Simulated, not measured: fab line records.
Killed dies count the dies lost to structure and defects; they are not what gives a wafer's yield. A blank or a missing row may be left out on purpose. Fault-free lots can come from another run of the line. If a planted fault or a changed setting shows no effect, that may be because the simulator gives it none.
Which tool was responsible? -- flow sky130 -- Sampling: 13 lots, 39 wafers, 4 of 708 route steps

== WHAT THE GAUGES READ, wafer by wafer ==
SKY_VIA2_THK_MEAS_01.
lot,measured,on,VIA2_HDPCVD_THK (nm)
L488,day 35 14:26,film-metro-02,1177 1184 1172
L489,day 35 22:21,film-metro-03,1190 1180 1204
L492,day 37 04:24,film-metro-01,1163 1179 1175
L494,day 37 22:22,film-metro-02,1202 1196 1199
L495,day 38 07:04,film-metro-01,1185 1180 1171
L497,day 38 19:18,film-metro-02,1186 1182 1181
L496,day 38 21:04,film-metro-02,1183 1181 1165
L507,day 41 03:14,film-metro-03,1170 1158 1190
L508,day 41 17:09,film-metro-03,1210 1204 1187
L509,day 41 18:08,film-metro-01,1182 1179 1179
L510,day 42 00:55,film-metro-01,1176 1169 1171

== WHICH TOOL RAN EACH LOT (tool, then ch and the chambers of the sampled wafers, then the start) ==
lot,SKY_CONTACT_ETCH_17,SKY_METAL1_SPUTTER_04,SKY_VIA1_CMP_24
L488,"rie-diel-01 ch 0,2, day 32 00:49","pvd-sputter-04, day 32 02:14","cmp-02 ch 1,2,3, day 34 10:34"
L489,"rie-diel-02 ch 0,3, day 32 08:24","pvd-sputter-01, day 32 09:50","cmp-02 ch 0,1, day 34 18:17"
L492,"rie-diel-02 ch 0,1,2, day 33 15:28","pvd-sputter-01, day 33 16:55","cmp-01 ch 1,3, day 36 00:25"
L494,"rie-diel-01 ch 0,1, day 34 09:58","pvd-sputter-04, day 34 11:28","cmp-02 ch 1,3, day 36 18:43"
L495,"rie-diel-04 ch 0,1,2, day 34 18:21","pvd-sputter-04, day 34 19:49","cmp-02 ch 0,2, day 37 04:01"
L497,"rie-diel-02 ch 2,3, day 35 07:33","pvd-sputter-04, day 35 09:01","cmp-01 ch 0,2, day 37 16:16"
L496,"rie-diel-01 ch 1,2,3, day 35 08:55","pvd-sputter-01, day 35 10:21","cmp-01 ch 0,3, day 37 17:47"
L501,"rie-diel-01 ch 0,1,3, day 36 01:36","pvd-sputter-02, day 36 03:02","cmp-01 ch 0,2,3, day 38 09:25"
L503,"rie-diel-04 ch 0,1,3, day 36 22:57","pvd-sputter-02, day 37 00:25","cmp-01 ch 0,2,3, day 39 07:32"
L507,"rie-diel-02 ch 0,1, day 37 18:02","pvd-sputter-02, day 37 19:31","cmp-02 ch 0,2, day 40 00:13"
L508,"rie-diel-01 ch 0,1,3, day 38 09:24","pvd-sputter-01, day 38 10:50","cmp-01 ch 1,3, day 40 15:44"
L509,"rie-diel-04 ch 0,3, day 38 09:52","pvd-sputter-02, day 38 11:17","cmp-01 ch 0,1, day 40 15:59"
L510,"rie-diel-04 ch 0,2,3, day 38 19:30","pvd-sputter-01, day 38 21:02","cmp-01 ch 1,2, day 41 00:11"
- SKY_CONTACT_ETCH_17: etches SiO2 in C4F8/O2/Ar, stops on Si3N4, target depth 340 nm.
- SKY_METAL1_SPUTTER_04: material TiN, target thk 70 nm, time 58.3 s.
- SKY_VIA1_CMP_24: polishes, stops on SiO2, t overpolish 15 s, target thk 0 nm.

== WHAT THE TOOLS THEMSELVES READ (means of the sampled wafers that have a number; where no wafer has one, the mark that the record gives instead) ==
SKY_CONTACT_ETCH_17.
lot,tool,oes-product-au (a.u.)
L488,rie-diel-01,0.888
L489,rie-diel-02,0.887
L492,rie-diel-02,0.894
L494,rie-diel-01,0.896
L495,rie-diel-04,0.891
L497,rie-diel-02,0.887
L496,rie-diel-01,0.890
L501,rie-diel-01,0.893
L503,rie-diel-04,0.892
L507,rie-diel-02,0.894
L508,rie-diel-01,0.890
L509,rie-diel-04,0.891
L510,rie-diel-04,0.895

SKY_METAL1_SPUTTER_04.
lot,tool,throttle-valve-pct (%)
L488,pvd-sputter-04,29.4
L489,pvd-sputter-01,29.8
L492,pvd-sputter-01,30.5
L494,pvd-sputter-04,29.2
L495,pvd-sputter-04,29.5
L497,pvd-sputter-04,29.9
L496,pvd-sputter-01,29.9
L501,pvd-sputter-02,30.6
L503,pvd-sputter-02,31.0
L507,pvd-sputter-02,30.2
L508,pvd-sputter-01,30.8
L509,pvd-sputter-02,30.5
L510,pvd-sputter-01,30.5

SKY_VIA1_CMP_24.
lot,tool,edge-zone-pressure-frac,head-pressure-psi (psi),motor-current-A (A),overpolish-run-s (s),time-to-endpoint-s (s)
L488,cmp-02,0.995,3.503,10.9,15.005,66
L489,cmp-02,0.998,3.502,11.0,15.005,69
L492,cmp-01,0.998,3.500,10.5,14.998,70
L494,cmp-02,1.001,3.498,11.1,15.008,69
L495,cmp-02,0.997,3.498,9.9,14.999,64
L497,cmp-01,0.994,3.494,9.9,15.004,65
L496,cmp-01,1.003,3.516,9.9,14.993,70
L501,cmp-01,-,-,-,-,-
L503,cmp-01,-,-,-,-,-
L507,cmp-02,1.003,3.502,9.9,14.998,65
L508,cmp-01,0.998,3.499,10.6,15.003,73
L509,cmp-01,0.996,3.498,9.7,15.002,67
L510,cmp-01,1.006,3.493,10.6,15.001,72

== THE ANSWER, worked out from the rows above alone ==
Rule: what is usual is taken from the lots themselves. Put in order of their means at a reading, lots are off if they are a third of the lots or fewer, leave a main group of 4 or more, and stand apart from it by a gap of 3 or more times the standard deviation of the main group's means; of several such gaps the widest counts. If all means in a main group match to the digits the tables above print for the reading, that group is not used. Also off: a lot with no number at a reading for which 4 or more lots have one. The other lots that the step has rows for count as sound. The gauges are gone through in route order, then the tools' own readings, and for those a lot's mean is taken as printed above. The first step at which some lot is off is used, and at that step the reading that is off furthest; a lot without a number counts as furthest.
Off: L501, L503 (SKY_VIA1_CMP_24, edge-zone-pressure-frac). Without a number there: L501, L503. Mean 0.999 and standard deviation 0.0036 in the main group.
A tool fits if, at that step or a process step before it, it ran every lot that is off, and no sound lot after the first of them. No candidate that was tried fits.

== WHAT THE SIMULATOR HAD INSERTED ==
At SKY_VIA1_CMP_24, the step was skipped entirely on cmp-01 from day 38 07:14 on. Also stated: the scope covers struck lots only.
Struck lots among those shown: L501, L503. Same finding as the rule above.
